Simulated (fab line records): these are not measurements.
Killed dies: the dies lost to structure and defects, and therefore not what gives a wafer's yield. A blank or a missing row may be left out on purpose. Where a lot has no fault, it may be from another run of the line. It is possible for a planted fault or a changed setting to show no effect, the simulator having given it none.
Matching of chambers / flow sky130 / SKY_CONTACT_CMP_27 on cmp-01 has 4 sister chambers
The step polishes, stops on SiO2, t overpolish 15 s, target thk 0 nm. 14 wafers are shown with their chamber, then 7 later ones without.

EACH WAFER AND ITS CHAMBER
wafer=L113.1; chamber=3; motor-current-A (A)=10.0; time-to-endpoint-s (s)=79; edge-zone-pressure-frac=0.999
wafer=L113.2; chamber=2; motor-current-A (A)=10.2; time-to-endpoint-s (s)=85; edge-zone-pressure-frac=1.000
wafer=L113.3; chamber=1; motor-current-A (A)=10.2; time-to-endpoint-s (s)=82; edge-zone-pressure-frac=0.990
wafer=L114.1; chamber=2; motor-current-A (A)=10.2; time-to-endpoint-s (s)=80; edge-zone-pressure-frac=0.999
wafer=L114.2; chamber=3; motor-current-A (A)=9.5; time-to-endpoint-s (s)=81; edge-zone-pressure-frac=1.000
wafer=L114.4; chamber=0; motor-current-A (A)=12.1; time-to-endpoint-s (s)=83; edge-zone-pressure-frac=1.004
wafer=L117.2; chamber=2; motor-current-A (A)=10.8; time-to-endpoint-s (s)=80; edge-zone-pressure-frac=0.991
wafer=L117.4; chamber=1; motor-current-A (A)=9.9; time-to-endpoint-s (s)=85; edge-zone-pressure-frac=1.002
wafer=L117.5; chamber=2; motor-current-A (A)=10.2; time-to-endpoint-s (s)=77; edge-zone-pressure-frac=1.005
wafer=L116.1; chamber=0; motor-current-A (A)=11.7; time-to-endpoint-s (s)=87; edge-zone-pressure-frac=0.999
wafer=L116.3; chamber=3; motor-current-A (A)=10.2; time-to-endpoint-s (s)=85; edge-zone-pressure-frac=1.002
wafer=L116.4; chamber=1; motor-current-A (A)=9.9; time-to-endpoint-s (s)=89; edge-zone-pressure-frac=0.990
wafer=L127.1; chamber=2; motor-current-A (A)=10.3; time-to-endpoint-s (s)=82; edge-zone-pressure-frac=0.998
wafer=L127.4; chamber=1; motor-current-A (A)=9.4; time-to-endpoint-s (s)=84; edge-zone-pressure-frac=0.998

SIGNATURES (means of the wafers above)
reading=motor-current-A; chamber 0=11.900; chamber 1=9.850; chamber 2=10.340; chamber 3=9.900; scatter within a chamber=0.307
reading=time-to-endpoint-s; chamber 0=85.00; chamber 1=85.00; chamber 2=80.80; chamber 3=81.67; scatter within a chamber=2.96
reading=edge-zone-pressure-frac; chamber 0=1.00150; chamber 1=0.99500; chamber 2=0.99860; chamber 3=1.00033; scatter within a chamber=0.00476
Rule: for a wafer and a chamber, the distance is found by dividing, reading by reading, the gap between the wafer's reading and the chamber's mean by the reading's scatter, squaring, summing and taking the root. The wafer belongs to the nearest chamber; if the next one is less than 2 further off, it can't be placed. How the scatter is found: for the shown wafers, subtract from each reading the mean of its chamber, square and add these, divide the total by (wafers less chambers), then take the root.

WAFERS WITHOUT THEIR CHAMBER
wafer=L127.5; motor-current-A (A)=9.4; time-to-endpoint-s (s)=82; edge-zone-pressure-frac=1.003
wafer=L131.2; motor-current-A (A)=10.2; time-to-endpoint-s (s)=81; edge-zone-pressure-frac=1.010
wafer=L131.3; motor-current-A (A)=9.8; time-to-endpoint-s (s)=86; edge-zone-pressure-frac=1.003
wafer=L131.6; motor-current-A (A)=9.9; time-to-endpoint-s (s)=83; edge-zone-pressure-frac=1.006
wafer=L132.3; motor-current-A (A)=10.2; time-to-endpoint-s (s)=90; edge-zone-pressure-frac=0.998
wafer=L132.5; motor-current-A (A)=11.9; time-to-endpoint-s (s)=86; edge-zone-pressure-frac=1.008
wafer=L132.6; motor-current-A (A)=9.9; time-to-endpoint-s (s)=88; edge-zone-pressure-frac=0.990

WHICH CHAMBER EACH WENT THROUGH
wafer=L127.5; from the rows above=can't be placed: 3 or 1 or 2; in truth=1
wafer=L131.2; from the rows above=can't be placed: 3 or 2 or 1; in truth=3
wafer=L131.3; from the rows above=can't be placed: 3 or 1 or 2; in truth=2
wafer=L131.6; from the rows above=can't be placed: 3 or 2 or 1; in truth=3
wafer=L132.3; from the rows above=can't be placed: 1 or 3 or 2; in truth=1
wafer=L132.5; from the rows above=0; in truth=0
wafer=L132.6; from the rows above=can't be placed: 1 or 3 or 2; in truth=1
1 of 7 placed correctly. Unplaceable from these rows: 6, with the true chamber sitting among the candidates in 6. 0 placed wrongly.
